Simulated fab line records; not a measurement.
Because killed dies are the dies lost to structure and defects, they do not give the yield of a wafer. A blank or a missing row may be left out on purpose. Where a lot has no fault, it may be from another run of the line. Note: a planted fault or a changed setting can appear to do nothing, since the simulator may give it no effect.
fab line records	flow sky130
[record] lots = 24	wafers = 72	last_day = 50
route steps=708 shown VIA2@530 METAL3@567 VIA3@574 CAP2M@603 VIA4@652
lots that met no fault: from a run of the same line without faults
start_h: hours from the record's opening day to when the first of the lot's shown wafers began	wait_h: how many hours have passed since the lot's step before this one	" the same as in the row above	L1.1+2: a single row standing in for several wafers	- no value present, or no start provided	* or withheld: withheld	< > ~ a bound
route shown NAME@n: names a module that has steps shown in the file, with the first one's number in the route	usual: the fault-free wafers' mean and standard deviation	same: alike in all rows	chamber/n: place in a boat	sites: each site's reading	_std_site: standard deviation of those values	_edge_site: inner sites' mean taken away from outer sites' mean	radius_mm: how far each site lies from the wafer's centre	mask NAME#n: copy n	behind: the last tool/chamber to shape the wafer	hold: what put the lot on hold/how long, in hours/how the hold closed	device: which transistor (n, p or np) failed to switch	end of line: the route-end tests of the same wafers	a step given without rows: its recipe and nothing more	killed: not the wafer's yield, but the dies lost to structure and defects at the first sort	map: per-die view of a wafer (x killed, . not killed, _ where there is no die)
set.NAME: the run value of the setting; set.NAME@STEP: its run value at that earlier step	model.NAME: the simulator's own value behind a step, which no gauge read
steps of the route over a sample of lots; a table a step, a row a wafer
services: the hour from which a tool's chamber was out of use, counted from the record's first day as start_h (under 0 if before that day), plus the number of hours and why
[[steps]]
[step SKY_VIA2_THK_MEAS_23]
[recipe] thk_meas_gauge = xrf	reads = W_of_VIA2_CVD_21
[usual] VIA2_W_THK = 431/8.5
lot.wafer	tool	chamber	start_h	wait_h	VIA2_W_THK[nm]
L074.3	film_metro-01	-	848.25	0.1	426
L074.5	"	-	"	"	425
L074.6	"	-	"	"	421
L075.2	film_metro-01	-	854.30	0.1	423
L075.3	"	-	"	"	429
L075.4	"	-	"	"	419
L076.2	film_metro-04	-	857.60	0.1	429
L076.3	"	-	"	"	425
L076.6	"	-	"	"	427
L077.1	film_metro-04	-	868.17	0.1	416
L077.4	"	-	"	"	411
L077.6	"	-	"	"	414
L078.2	film_metro-03	-	881.80	0.1	424
L078.5	"	-	"	"	429
L078.6	"	-	"	"	426
L079.1	film_metro-04	-	884.91	0.1	421
L079.3	"	-	"	"	423
L079.6	"	-	"	"	419
L080.2	film_metro-04	-	900.08	0.1	439
L080.4	"	-	"	"	433
L080.6	"	-	"	"	430
L081.1	film_metro-01	-	901.60	0.1	426
L081.4	"	-	"	"	433
L081.5	"	-	"	"	426
L082.2	film_metro-03	-	907.62	0.1	428
L082.3	"	-	"	"	435
L082.6	"	-	"	"	434
L083.1	film_metro-03	-	921.72	0.1	437
L083.5	"	-	"	"	440
L083.6	"	-	"	"	443
L084.1	film_metro-03	-	928.01	0.1	431
L084.3	"	-	"	"	428
L084.5	"	-	"	"	439
L085.1	film_metro-03	-	931.41	0.1	430
L085.2	"	-	"	"	435
L085.3	"	-	"	"	436
L086.1	film_metro-04	-	942.59	0.1	433
L086.2	"	-	"	"	438
L086.6	"	-	"	"	422
L087.3	film_metro-04	-	947.73	0.1	428
L087.4	"	-	"	"	432
L087.6	"	-	"	"	441
L088.2	film_metro-03	-	951.42	0.1	439
L088.3	"	-	"	"	436
L088.5	"	-	"	"	430
L089.4	film_metro-01	-	961.82	0.1	431
L089.5	"	-	"	"	430
L089.6	"	-	"	"	428
L090.1	film_metro-03	-	969.93	0.1	435
L090.2	"	-	"	"	442
L090.3	"	-	"	"	445
L092.3	film_metro-01	-	980.43	0.1	445
L092.4	"	-	"	"	432
L092.5	"	-	"	"	456
L091.4	film_metro-03	-	984.19	0.1	436
L091.5	"	-	"	"	430
L091.6	"	-	"	"	440
L093.2	film_metro-01	-	988.50	0.1	437
L093.3	"	-	"	"	434
L093.4	"	-	"	"	437
L094.1	film_metro-01	-	992.03	0.1	429
L094.4	"	-	"	"	429
L094.6	"	-	"	"	430
L095.1	film_metro-04	-	999.64	0.1	435
L095.4	"	-	"	"	431
L095.6	"	-	"	"	434
L096.3	film_metro-04	-	1004.86	0.1	419
L096.4	"	-	"	"	426
L096.5	"	-	"	"	422
L097.1	film_metro-01	-	1011.26	0.1	452
L097.3	"	-	"	"	448
L097.5	"	-	"	"	442
[step SKY_METAL3_ETCH_17]
[recipe] target = SiO2	stop_on = TiN	chemistry = C4F8/O2/Ar	source_w = 1500	bias_w = 1200	pressure_mtorr = 40	c4f8_flow_sccm = withheld	O2_flow_sccm = 6	Ar_flow_sccm = 300	time_s = 3.9	target_depth_a = 150
[usual] oes_product_au = 0.755/0.0065
[same] time_s = 3.9
lot.wafer	tool	chamber	start_h	wait_h	oes_product_au	rf_hours_counter_h
L074.3	rie_diel-03	1	901.28	0.0	0.755	7
L074.5	"	0	"	"	0.754	-
L074.6	"	3	"	"	0.769	-
L075.2	rie_diel-02	3	906.91	0.1	0.757	8
L075.3	"	2	"	"	0.746	23
L075.4	"	2	"	"	0.759	-
L076.2	rie_diel-02	2	910.39	0.1	0.756	23
L076.3	"	0	"	"	0.747	18
L076.6	"	1	"	"	0.747	-
L077.1	rie_diel-03	2	920.09	0.2	0.751	13
L077.4	"	0	"	"	0.763	23
L077.6	"	0	"	"	0.748	-
L078.2	rie_diel-02	0	932.76	0.1	0.753	18
L078.5	"	2	"	"	0.752	-
L078.6	"	3	"	"	0.760	-
L079.1	rie_diel-01	3	936.21	0.1	0.755	11
L079.3	"	2	"	"	0.757	14
L079.6	"	3	"	"	0.765	-
L080.2	rie_diel-02	1	949.66	0.1	0.751	2
L080.4	"	2	"	"	0.754	24
L080.6	"	0	"	"	0.754	-
L081.1	rie_diel-01	2	951.57	0.1	0.744	14
L081.4	"	3	"	"	0.762	11
L081.5	"	3	"	"	0.761	-
L082.2	rie_diel-03	2	957.73	0.1	0.753	14
L082.3	"	1	"	"	0.745	9
L082.6	"	1	"	"	0.758	-
L083.1	rie_diel-03	3	970.67	0.1	0.758	21
L083.5	"	1	"	"	0.759	-
L083.6	"	0	"	"	0.765	-
L084.1	rie_diel-01	1	977.53	0.1	0.753	6
L084.3	"	2	"	"	0.748	15
L084.5	"	1	"	"	0.761	-
L085.1	rie_diel-02	1	979.76	0.1	0.762	3
L085.2	"	2	"	"	0.758	25
L085.3	"	0	"	"	0.764	19
L086.1	rie_diel-03	2	990.83	0.1	0.750	15
L086.2	"	0	"	"	0.749	25
L086.6	"	3	"	"	0.752	-
L087.3	rie_diel-01	2	996.46	0.0	0.764	15
L087.4	"	3	"	"	0.755	-
L087.6	"	2	"	"	0.756	-
L088.2	rie_diel-03	2	1001.16	0.1	0.754	15
L088.3	"	3	"	"	0.753	22
L088.5	"	0	"	"	0.748	-
L089.4	rie_diel-01	3	1011.03	0.0	0.758	13
L089.5	"	1	"	"	0.764	-
L089.6	"	2	"	"	0.753	-
L090.1	rie_diel-01	2	1018.48	0.1	0.755	16
L090.2	"	1	"	"	0.743	8
L090.3	"	3	"	"	0.745	13
L092.3	rie_diel-01	0	1028.72	0.0	0.760	1
L092.4	"	3	"	"	0.760	13
L092.5	"	3	"	"	0.761	-
L091.4	rie_diel-03	0	1031.32	0.0	0.744	27
L091.5	"	3	"	"	0.754	-
L091.6	"	2	"	"	0.754	-
L093.2	rie_diel-02	0	1036.06	0.1	0.754	21
L093.3	"	1	"	"	0.755	5
L093.4	"	0	"	"	0.763	-
L094.1	rie_diel-01	0	1039.38	0.1	0.753	1
L094.4	"	3	"	"	0.758	-
L094.6	"	0	"	"	0.761	-
L095.1	rie_diel-01	3	1046.98	0.1	0.763	14
L095.4	"	3	"	"	0.759	-
L095.6	"	2	"	"	0.765	-
L096.3	rie_diel-01	3	1050.72	0.1	0.739	14
L096.4	"	1	"	"	0.756	8
L096.5	"	3	"	"	0.744	-
L097.1	rie_diel-02	0	1057.42	0.1	0.761	23
L097.3	"	3	"	"	0.760	13
L097.5	"	3	"	"	0.764	-
[step SKY_VIA3_THK_MEAS_01]
[recipe] reads = SiO2_of_VIA3_HDPCVD_00
[usual] VIA3_HDPCVD_THK = 1638/16
lot.wafer	tool	chamber	start_h	wait_h	VIA3_HDPCVD_THK[nm]
L074.3	film_metro-01	-	902.38	0.1	1668
L074.5	"	-	"	"	1649
L074.6	"	-	"	"	1671
L075.2	film_metro-04	-	907.97	0.2	1671
L075.3	"	-	"	"	1682
L075.4	"	-	"	"	1646
L076.2	film_metro-02	-	911.44	0.1	1632
L076.3	"	-	"	"	1631
L076.6	"	-	"	"	1639
L077.1	film_metro-04	-	921.04	0.1	1645
L077.4	"	-	"	"	1654
L077.6	"	-	"	"	1657
L078.2	film_metro-04	-	933.91	0.1	1647
L078.5	"	-	"	"	1640
L078.6	"	-	"	"	1648
L079.1	film_metro-02	-	937.34	0.1	1622
L079.3	"	-	"	"	1652
L079.6	"	-	"	"	1614
L080.2	film_metro-01	-	950.65	0.1	1647
L080.4	"	-	"	"	1650
L080.6	"	-	"	"	1648
L081.1	film_metro-02	-	952.53	0.1	1649
L081.4	"	-	"	"	1645
L081.5	"	-	"	"	1641
L082.2	film_metro-04	-	959.04	0.1	1656
L082.3	"	-	"	"	1644
L082.6	"	-	"	"	1644
L083.1	film_metro-04	-	971.66	0.1	1620
L083.5	"	-	"	"	1639
L083.6	"	-	"	"	1614
L084.1	film_metro-04	-	978.49	0.1	1623
L084.3	"	-	"	"	1650
L084.5	"	-	"	"	1625
L085.1	film_metro-04	-	980.72	0.1	1665
L085.2	"	-	"	"	1665
L085.3	"	-	"	"	1642
L086.1	film_metro-04	-	991.78	0.1	1624
L086.2	"	-	"	"	1629
L086.6	"	-	"	"	1632
L087.3	film_metro-01	-	997.43	0.1	1645
L087.4	"	-	"	"	1629
L087.6	"	-	"	"	1633
L088.2	film_metro-04	-	1002.13	0.1	1611
L088.3	"	-	"	"	1651
L088.5	"	-	"	"	1637
L089.4	film_metro-01	-	1012.01	0.0	1638
L089.5	"	-	"	"	1650
L089.6	"	-	"	"	1634
L090.1	film_metro-02	-	1019.44	0.1	1644
L090.2	"	-	"	"	1664
L090.3	"	-	"	"	1633
L092.3	film_metro-02	-	1029.70	0.1	1629
L092.4	"	-	"	"	1627
L092.5	"	-	"	"	1632
L091.4	film_metro-01	-	1032.31	0.0	1637
L091.5	"	-	"	"	1627
L091.6	"	-	"	"	1623
L093.2	film_metro-04	-	1037.02	0.1	1641
L093.3	"	-	"	"	1626
L093.4	"	-	"	"	1656
L094.1	film_metro-01	-	1040.43	0.1	1635
L094.4	"	-	"	"	1613
L094.6	"	-	"	"	1640
L095.1	film_metro-01	-	1048.23	0.1	1609
L095.4	"	-	"	"	1626
L095.6	"	-	"	"	1624
L096.3	film_metro-01	-	1052.30	0.1	1610
L096.4	"	-	"	"	1617
L096.5	"	-	"	"	1593
L097.1	film_metro-01	-	1058.47	0.1	1642
L097.3	"	-	"	"	1618
L097.5	"	-	"	"	1637
[step SKY_CAP2M_CVD_00]
[recipe] material = SiO2	target_thk_nm = 15.5	temp_c = 400	time_s = withheld	rf_w = 450
[usual] heater_power_w = 685/82
lot.wafer	tool	chamber	start_h	wait_h	heater_power_w
L074.3	pecvd-04	2	928.57	0.0	698
L074.5	"	0	"	"	625
L074.6	"	2	"	"	723
L075.2	pecvd-01	2	933.06	0.0	611
L075.3	"	0	"	"	758
L075.4	"	2	"	"	604
L076.2	pecvd-04	2	938.45	0.0	728
L076.3	"	0	"	"	776
L076.6	"	2	"	"	712
L077.1	pecvd-01	0	947.45	0.0	788
L077.4	"	2	"	"	672
L077.6	"	1	"	"	850
L078.2	pecvd-04	0	960.03	0.0	753
L078.5	"	2	"	"	660
L078.6	"	0	"	"	604
L079.1	pecvd-04	1	963.94	0.0	663
L079.3	"	2	"	"	651
L079.6	"	2	"	"	636
L080.2	pecvd-01	0	977.49	0.0	678
L080.4	"	0	"	"	697
L080.6	"	2	"	"	627
L081.1	pecvd-03	1	979.03	0.0	734
L081.4	"	1	"	"	733
L081.5	"	0	"	"	592
L082.2	pecvd-01	2	984.97	0.0	634
L082.3	"	1	"	"	808
L082.6	"	0	"	"	727
L083.1	pecvd-01	2	997.91	0.0	655
L083.5	"	2	"	"	666
L083.6	"	0	"	"	712
L084.1	pecvd-03	1	1004.19	0.0	793
L084.3	"	0	"	"	500
L084.5	"	0	"	"	490
L085.1	pecvd-01	2	1007.01	0.0	638
L085.2	"	0	"	"	766
L085.3	"	1	"	"	744
L086.1	pecvd-04	2	1017.06	0.0	731
L086.2	"	1	"	"	683
L086.6	"	0	"	"	678
L087.3	pecvd-03	1	1022.96	0.0	680
L087.4	"	1	"	"	659
L087.6	"	0	"	"	596
L088.2	pecvd-03	1	1027.81	0.0	811
L088.3	"	2	"	"	680
L088.5	"	0	"	"	596
L089.4	pecvd-03	2	1037.62	0.0	626
L089.5	"	0	"	"	568
L089.6	"	1	"	"	733
L090.1	pecvd-01	1	1043.50	0.0	799
L090.2	"	2	"	"	705
L090.3	"	0	"	"	686
L092.3	pecvd-04	0	1053.55	0.0	755
L092.4	"	2	"	"	622
L092.5	"	1	"	"	768
L091.4	pecvd-03	2	1056.06	0.0	690
L091.5	"	0	"	"	505
L091.6	"	1	"	"	729
L093.2	pecvd-04	0	1060.24	0.0	721
L093.3	"	1	"	"	662
L093.4	"	0	"	"	738
L094.1	pecvd-03	1	1064.44	0.0	706
L094.4	"	0	"	"	492
L094.6	"	2	"	"	567
L095.1	pecvd-03	2	1072.28	0.0	642
L095.4	"	1	"	"	772
L095.6	"	2	"	"	649
L096.3	pecvd-04	2	1076.23	0.0	665
L096.4	"	2	"	"	683
L096.5	"	1	"	"	745
L097.1	pecvd-03	1	1081.45	0.0	667
L097.3	"	2	"	"	558
L097.5	"	2	"	"	552
[step SKY_VIA4_STRIP_13]
[recipe] chemistry = O2/N2	power_w = 1400	pressure_mtorr = 1500	platen_temp_c = withheld	o2_flow_sccm = 3000	n2_flow_sccm = 300	overash_fraction = 0.5
[usual] drypump_motor_current_A = 5.9/0.46	o2_flow_sccm = 3000/8.6	oes_product_au = 0.710/0.0047	strip_time_to_endpoint_s = 12.80/0.032
lot.wafer	tool	chamber	start_h	wait_h	drypump_motor_current_A	o2_flow_sccm	oes_product_au	rf_hours_counter_h	strip_time_to_endpoint_s
L074.3	plasma_asher-03	0	1003.18	-	6.1	2997	0.707	-	12.73
L074.5	"	0	"	"	6.1	3011	0.708	-	12.70
L074.6	"	1	"	"	6.4	2984	0.710	-	12.74
L075.2	plasma_asher-03	1	1007.13	-	6.5	3002	0.711	27	12.81
L075.3	"	1	"	"	6.4	2996	0.717	-	12.81
L075.4	"	0	"	"	6.1	3002	0.716	-	12.78
L076.2	plasma_asher-03	1	1012.46	-	6.4	2993	0.710	28	12.80
L076.3	"	0	"	"	6.0	3009	0.707	-	12.84
L076.6	"	1	"	"	6.5	2990	0.722	-	12.87
L077.1	plasma_asher-03	0	1021.88	-	6.1	2996	0.709	29	12.82
L077.4	"	1	"	"	6.5	3017	0.715	-	12.82
L077.6	"	1	"	"	6.5	3003	0.707	-	12.78
L078.2	plasma_asher-03	0	1032.63	-	6.1	2988	0.709	30	12.83
L078.5	"	0	"	"	6.1	3006	0.707	-	12.77
L078.6	"	1	"	"	6.5	2992	0.706	-	12.79
L079.1	plasma_asher-03	0	1036.50	-	6.1	2991	0.708	30	12.80
L079.3	"	1	"	"	6.4	3002	0.716	-	12.82
L079.6	"	0	"	"	6.1	2996	0.709	-	12.78
L080.2	plasma_asher-02	1	1048.15	-	5.6	2983	0.710	57	12.79
L080.4	"	0	"	"	5.5	3014	0.708	-	12.81
L080.6	"	1	"	"	5.6	2996	0.704	-	12.84
L081.1	plasma_asher-02	1	1049.95	-	5.6	2990	0.710	58	12.78
L081.4	"	1	"	"	5.5	2999	0.710	-	12.72
L081.5	"	1	"	"	5.5	3000	0.715	-	12.75
L082.2	plasma_asher-02	0	1054.61	-	5.5	3005	0.715	58	12.78
L082.3	"	0	"	"	5.5	2996	0.700	-	12.80
L082.6	"	0	"	"	5.5	2987	0.718	-	12.78
L083.1	plasma_asher-03	0	1067.00	-	6.1	2995	0.710	33	12.83
L083.5	"	0	"	"	6.1	2997	0.708	-	12.84
L083.6	"	1	"	"	6.5	2989	0.710	-	12.84
L084.1	plasma_asher-03	1	1073.70	-	6.5	3007	0.715	34	12.80
L084.3	"	0	"	"	6.1	2994	0.710	-	12.75
L084.5	"	1	"	"	6.5	3004	0.714	-	12.75
L085.1	plasma_asher-03	0	1076.60	-	6.1	2992	0.709	35	12.78
L085.2	"	1	"	"	6.5	3016	0.710	35	12.78
L085.3	"	0	"	"	6.1	3001	0.713	-	12.82
L086.1	plasma_asher-04	1	1083.45	-	5.4	3003	0.707	2	12.82
L086.2	"	0	"	"	5.0	3007	0.714	2	12.77
L086.6	"	0	"	"	5.0	3008	0.708	-	12.77
L087.3	plasma_asher-04	1	1090.21	-	5.4	3000	0.707	-	12.82
L087.4	"	0	"	"	5.0	3008	0.704	-	12.79
L087.6	"	1	"	"	5.4	2999	0.719	-	12.84
L088.2	plasma_asher-03	0	1094.83	-	6.1	2989	0.715	36	12.83
L088.3	"	0	"	"	6.1	2993	0.704	-	12.80
L088.5	"	0	"	"	6.1	2991	0.708	-	12.76
L089.4	plasma_asher-03	0	1103.51	-	6.1	3000	0.706	-	12.79
L089.5	"	0	"	"	6.1	3013	0.704	-	12.82
L089.6	"	1	"	"	6.4	2999	0.709	-	12.79
L090.1	plasma_asher-02	0	1107.90	-	5.5	3005	0.708	63	12.78
L090.2	"	1	"	"	5.6	2984	0.709	63	12.77
L090.3	"	1	"	"	5.6	2995	0.696	-	12.80
L092.3	plasma_asher-04	0	1116.43	-	5.0	3005	0.712	-	12.82
L092.4	"	1	"	"	5.4	3007	0.709	-	12.78
L092.5	"	0	"	"	5.0	3018	0.717	-	12.76
L091.4	plasma_asher-02	0	1120.23	-	5.5	2995	0.709	-	12.82
L091.5	"	0	"	"	5.6	2990	0.716	-	12.83
L091.6	"	1	"	"	5.6	3000	0.707	-	12.79
L093.2	plasma_asher-04	0	1124.95	-	4.9	2995	0.710	6	12.79
L093.3	"	1	"	"	5.4	3011	0.717	-	12.80
L093.4	"	0	"	"	5.0	3006	0.708	-	12.78
L094.1	plasma_asher-02	1	1126.41	-	5.6	2999	0.713	65	12.78
L094.4	"	1	"	"	5.6	2997	0.706	-	12.82
L094.6	"	0	"	"	5.5	3005	0.704	-	12.81
L095.1	plasma_asher-03	1	1134.45	-	6.4	2990	0.707	40	12.84
L095.4	"	0	"	"	6.1	3006	0.708	-	12.76
L095.6	"	1	"	"	6.4	3006	0.711	-	12.79
L096.3	plasma_asher-02	1	1138.18	-	5.6	3014	0.711	-	12.86
L096.4	"	0	"	"	5.5	2991	0.712	-	12.92
L096.5	"	0	"	"	5.5	2987	0.709	-	12.87
L097.1	plasma_asher-03	0	1141.90	-	6.1	2991	0.709	41	12.76
L097.3	"	0	"	"	6.1	2976	0.714	-	12.78
L097.5	"	0	"	"	6.1	2995	0.708	-	12.79
[step SKY_VIA4_RS_MEAS_19]
[recipe] thk_meas_gauge = four-point-probe	reads = W_of_VIA4_CVD_18+TiN_of_VIA4_SPUTTER_17
[usual] VIA4_W_RS = 0.2275/0.0024
lot.wafer	tool	chamber	start_h	wait_h	VIA4_W_RS[ohm/sq]
L074.3	film_metro-04	-	1004.00	0.1	0.2297
L074.5	"	-	"	"	0.2279
L074.6	"	-	"	"	0.2254
L075.2	film_metro-03	-	1007.96	0.1	0.2314
L075.3	"	-	"	"	0.2274
L075.4	"	-	"	"	0.2300
L076.2	film_metro-01	-	1013.28	0.1	0.2279
L076.3	"	-	"	"	0.2254
L076.6	"	-	"	"	0.2261
L077.1	film_metro-03	-	1022.69	0.1	0.2299
L077.4	"	-	"	"	0.2263
L077.6	"	-	"	"	0.2299
L078.2	film_metro-04	-	1033.66	0.1	0.2277
L078.5	"	-	"	"	0.2232
L078.6	"	-	"	"	0.2257
L079.1	film_metro-03	-	1037.31	0.1	0.2271
L079.3	"	-	"	"	0.2304
L079.6	"	-	"	"	0.2283
L080.2	film_metro-01	-	1049.47	0.1	0.2262
L080.4	"	-	"	"	0.2253
L080.6	"	-	"	"	0.2253
L081.1	film_metro-01	-	1051.26	0.1	0.2273
L081.4	"	-	"	"	0.2282
L081.5	"	-	"	"	0.2285
L082.2	film_metro-01	-	1055.93	0.1	0.2314
L082.3	"	-	"	"	0.2319
L082.6	"	-	"	"	0.2306
L083.1	film_metro-01	-	1067.81	0.1	0.2264
L083.5	"	-	"	"	0.2277
L083.6	"	-	"	"	0.2255
L084.1	film_metro-04	-	1074.54	0.1	0.2300
L084.3	"	-	"	"	0.2285
L084.5	"	-	"	"	0.2295
L085.1	film_metro-01	-	1077.44	0.1	0.2277
L085.2	"	-	"	"	0.2296
L085.3	"	-	"	"	0.2291
L086.1	film_metro-01	-	1084.26	0.1	0.2244
L086.2	"	-	"	"	0.2274
L086.6	"	-	"	"	0.2310
L087.3	film_metro-04	-	1091.03	0.1	0.2269
L087.4	"	-	"	"	0.2289
L087.6	"	-	"	"	0.2304
L088.2	film_metro-03	-	1095.66	0.1	0.2251
L088.3	"	-	"	"	0.2273
L088.5	"	-	"	"	0.2295
L089.4	film_metro-04	-	1104.40	0.1	0.2245
L089.5	"	-	"	"	0.2263
L089.6	"	-	"	"	0.2268
L090.1	film_metro-03	-	1108.74	0.1	0.2284
L090.2	"	-	"	"	0.2328
L090.3	"	-	"	"	0.2294
L092.3	film_metro-03	-	1117.36	0.1	0.2259
L092.4	"	-	"	"	0.2284
L092.5	"	-	"	"	0.2272
L091.4	film_metro-03	-	1121.23	0.2	0.2275
L091.5	"	-	"	"	0.2248
L091.6	"	-	"	"	0.2243
L093.2	film_metro-03	-	1125.85	0.2	0.2276
L093.3	"	-	"	"	0.2288
L093.4	"	-	"	"	0.2247
L094.1	film_metro-01	-	1127.23	0.1	0.2272
L094.4	"	-	"	"	0.2275
L094.6	"	-	"	"	0.2251
L095.1	film_metro-01	-	1135.25	0.1	0.2262
L095.4	"	-	"	"	0.2251
L095.6	"	-	"	"	0.2240
L096.3	film_metro-04	-	1139.07	0.1	0.2254
L096.4	"	-	"	"	0.2245
L096.5	"	-	"	"	0.2232
L097.1	film_metro-03	-	1142.77	0.1	0.2261
L097.3	"	-	"	"	0.2279
L097.5	"	-	"	"	0.2245
[[services]]
tool	chamber	start_h	hours	kind
pecvd-01	-	879.62	4.3	pm
pecvd-04	-	885.74	0.9	repair
rie_diel-03	-	900.30	0.6	repair
rie_diel-02	1	903.91	3.6	repair
pecvd-03	-	916.65	5.5	pm
plasma_asher-03	-	917.22	0.3	repair
rie_diel-01	0	922.66	16.1	repair
pecvd-01	-	923.00	2.8	pm
rie_diel-03	-	934.82	1.8	repair
plasma_asher-03	-	937.52	2.8	pm
pecvd-01	-	978.78	1.4	repair
rie_diel-03	1	1001.04	6.6	repair
rie_diel-03	1	1013.33	1.5	repair
rie_diel-01	1	1033.25	15.8	repair
rie_diel-02	3	1033.67	3.7	repair
pecvd-03	-	1042.15	6.0	pm
rie_diel-03	-	1047.55	2.8	pm
plasma_asher-02	-	1048.43	1.0	repair
rie_diel-02	1	1052.61	4.1	repair
rie_diel-03	-	1056.80	28.1	pm
rie_diel-01	0	1077.50	1.8	repair
pecvd-04	-	1091.73	0.7	repair
rie_diel-01	1	1116.77	4.9	repair
plasma_asher-03	-	1129.91	1.6	repair
[[key]]
fault none
